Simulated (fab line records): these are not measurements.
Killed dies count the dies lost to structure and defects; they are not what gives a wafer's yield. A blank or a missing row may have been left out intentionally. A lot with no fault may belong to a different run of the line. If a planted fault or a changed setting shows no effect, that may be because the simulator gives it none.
Which of the tools did it? -- flow gf180mcu -- Sampling: 14 lots, 42 wafers, 3 of 602 route steps

WHAT EACH GAUGE READ, for each wafer
GF_HV_LDD_CD_MEAS_07 targets a cd of 400 nm.
lot,measured,on,cdNm (nm)
L167,day 10 05:33,cdSem-02,395.6 397.8 396.5
L168,day 10 12:57,cdSem-01,397.5 400.2 398.2
L169,day 10 12:47,cdSem-02,399.9 400.7 399.8
L171,day 11 13:46,cdSem-01,400.2 401.8 399.8
L174,day 12 04:44,cdSem-02,401.3 399.7 400.8
L173,day 12 06:04,cdSem-02,404.6 404.2 403.1
L175,day 12 15:30,cdSem-02,402.1 399.9 399.1
L177,day 13 04:20,cdSem-01,398.8 397.4 397.1
L178,day 13 13:06,cdSem-02,404.5 402.0 401.4
L179,day 13 15:02,cdSem-02,400.3 398.8 396.6
L184,day 15 07:59,cdSem-01,399.7 398.2 396.2
L185,day 15 11:05,cdSem-01,398.8 398.9 400.9
L186,day 15 17:43,cdSem-01,398.0 397.5 398.7
L189,day 16 17:59,cdSem-02,401.4 400.3 401.6

GF_HV_LDD_CD_MEAS_31 targets a cd of 400 nm.
lot,measured,on,cdNm (nm)
L167,day 11 18:21,cdSem-01,402.2 400.7 402.4
L168,day 12 01:53,cdSem-01,405.7 403.7 405.0
L169,day 12 01:37,cdSem-02,398.6 398.9 399.4
L171,day 13 05:19,cdSem-01,399.6 399.3 400.4
L174,day 13 20:42,cdSem-02,402.3 400.8 402.7
L173,day 13 23:10,cdSem-01,397.5 399.3 396.7
L175,day 14 08:40,cdSem-02,398.8 397.0 400.9
L177,day 14 23:35,cdSem-01,398.7 402.7 401.4
L178,day 15 07:27,cdSem-02,399.7 400.2 399.1
L179,day 15 10:47,cdSem-02,393.8 394.4 395.2
L184,day 17 05:32,cdSem-02,400.5 399.6 400.0
L185,day 17 08:02,cdSem-01,401.6 399.2 401.4
L186,day 17 15:10,cdSem-02,402.3 402.8 401.1
L189,day 18 16:05,cdSem-02,402.3 404.4 402.2

EACH LOT AND THE TOOL THAT RAN IT (in order: tool; ch and the chambers of the sampled wafers; start)
lot,GF_POLY_GATE_ETCH_13
L167,"rieSi-01 ch 0,1,3, day 9 08:11"
L168,"rieSi-01 ch 0,1,3, day 9 12:35"
L169,"rieSi-01 ch 0,1,3, day 9 17:09"
L171,"rieSi-02 ch 0,1,2, day 10 12:41"
L174,"rieSi-02 ch 0,2,3, day 11 08:02"
L173,"rieSi-01 ch 0,3, day 11 08:11"
L175,"rieSi-02 ch 0,1,2, day 11 17:53"
L177,"rieSi-01 ch 0,3, day 12 06:20"
L178,"rieSi-02 ch 0,2,3, day 12 15:02"
L179,"rieSi-01 ch 2,3, day 12 16:59"
L184,"rieSi-02 ch 2,3, day 14 09:17"
L185,"rieSi-01 ch 2,3, day 14 11:47"
L186,"rieSi-02 ch 1,2, day 14 18:17"
L189,"rieSi-02 ch 0,1,2, day 15 18:15"
- GF_POLY_GATE_ETCH_13: etches poly-Si in HBr/Cl2, stops on SiO2, target depth 198.5 nm, time 69.6 s.

WHAT THE TOOLS THEMSELVES READ (means of the sampled wafers that have a number; where no wafer has one, the mark that the record gives instead)
GF_POLY_GATE_ETCH_13.
lot,tool,drypumpMotorCurrentA (A),oesProductAu (a.u.),throttleValvePct (%)
L167,rieSi-01,5.54,0.994,33.686
L168,rieSi-01,5.53,0.988,33.690
L169,rieSi-01,5.54,0.987,33.685
L171,rieSi-02,5.43,0.990,33.682
L174,rieSi-02,5.33,0.997,33.689
L173,rieSi-01,5.77,0.994,33.684
L175,rieSi-02,5.43,0.997,33.682
L177,rieSi-01,5.73,0.988,33.685
L178,rieSi-02,5.34,0.994,33.683
L179,rieSi-01,5.57,0.988,33.684
L184,rieSi-02,5.49,1.000,33.682
L185,rieSi-01,5.58,0.994,33.679
L186,rieSi-02,5.67,0.991,33.689
L189,rieSi-02,5.43,0.982,33.685

THE ANSWER, worked out from the rows above alone
Rule: the usual values come from the lots themselves. Put in order of their means at a reading, lots are off if they are a third of the lots or fewer, leave a main group of 4 or more, and stand apart from it by a gap of 3 or more times the standard deviation of the main group's means; of several such gaps the widest counts. If all means in a main group match to the digits the tables above print for the reading, that group is not used. A lot without any number at a reading at which 4 lots or more have one is off too. All remaining lots with rows at the step are treated as sound. Order of review: gauges by route order, followed by the tools' own readings, for which a lot's mean as printed above is used. At the first step where some lot is off, the reading lying furthest off is the one used; lots without a number count as furthest.
No lot is off at any reading shown: from this, nothing can be told.

WHAT WAS PUT IN BY THE SIMULATOR
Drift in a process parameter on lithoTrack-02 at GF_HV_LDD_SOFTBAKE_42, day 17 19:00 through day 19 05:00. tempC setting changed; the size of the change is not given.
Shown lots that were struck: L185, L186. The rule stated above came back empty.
